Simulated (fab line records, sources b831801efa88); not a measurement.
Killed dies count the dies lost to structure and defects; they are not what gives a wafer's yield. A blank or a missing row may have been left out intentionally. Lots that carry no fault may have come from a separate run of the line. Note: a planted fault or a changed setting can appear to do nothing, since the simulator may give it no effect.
8D (eight disciplines) problem report, filled in by code :: flow gf180mcu :: the parts of the form that need people (team, actions taken, sign-off) are left out

== 1. THE PROBLEM ==
Wafers without a fault read 88.96 s, standard deviation 0.24; run length s at GF_STI_SOFTBAKE_08 reads a mean of 97.93 s on 6 wafers belonging to 2 lots. That is +37 standard deviations from the usual mean.
The step: time 60 s.
The first sign was on wafer L448.2 at day 5 13:56, on litho track-01. The record holds 42 wafers of 14 lots with a number at this step. Rule for "out" (also "out of limits"): further than 4 standard deviations from the usual mean. The other wafers with a number count as sound.

== 2. WHAT IT IS, WHAT IT ISN'T ==
question: which readings at this step
is: run length s
is not: -

question: which lots
is: L448, L449
is not: L431, L432, L433, L435, L436, L437, L438, L439, L450, L451, L453, L454

question: which wafers of those lots
is: all that have a number
is not: -

question: read on which tools
is: litho track-01
is not: litho track-02, litho track-04

question: when
is: from day 5 13:56
is not: up to then (24 sound wafers); but 12 sound wafers of L450, L451, L453, L454 came after

== 3. THE SUSPECTS, EACH WITH WHAT RULES IT OUT ==
Counting: a tool at any process step up to the reading remains a suspect when it ran all the lots that are out and ran no sound lot after the first of those.
- litho track-01 at GF_STI_SOFTBAKE_08 (time 60 s): kept. Every lot that is out went through it, starting with L448 (day 5 13:56), and after that it ran no sound lot; the last sound lot it ran before then is L439 (day 3 11:31). Out on those wafers are its own readings of run length s.
Left after counting: litho track-01 at GF_STI_SOFTBAKE_08.

== 4. THE CAUSE (what the simulator had put in) ==
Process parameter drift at GF_STI_SOFTBAKE_08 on litho track-01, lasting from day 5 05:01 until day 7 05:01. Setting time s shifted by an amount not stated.
Counting left only this tool.

== 5. THE CHAIN OF EFFECTS, in route order ==
Each row: a reading where the mean over the struck wafers with a number is more than 3 standard deviations away from the usual. Only readings for which the record gives a usual standard deviation are gone through. hours: the time from each lot's start at the first step in this table that gives one to its start at this step, as a median over the lots. sigmas: the change in usual standard deviations.
hours: 0
step: GF_STI_SOFTBAKE_08
reading: run length s
usual: 88.96 s
on struck wafers: 97.93
change: +8.97
sigmas: +37
Here are the process steps it includes:
- GF_STI_SOFTBAKE_08: time 60 s.
Later steps that measure or inspect, where all struck wafers having a row at the step show a number for every such reading and not one has moved that far: GF_HV_LDD_THK_MEAS_55, GF_CONTACT_THK_MEAS_03.

== 6. WHAT WOULD HAVE CAUGHT IT SOONER ==
In this record the first reading out of limits was taken at day 5 13:56, 9 hours after the fault began at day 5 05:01.
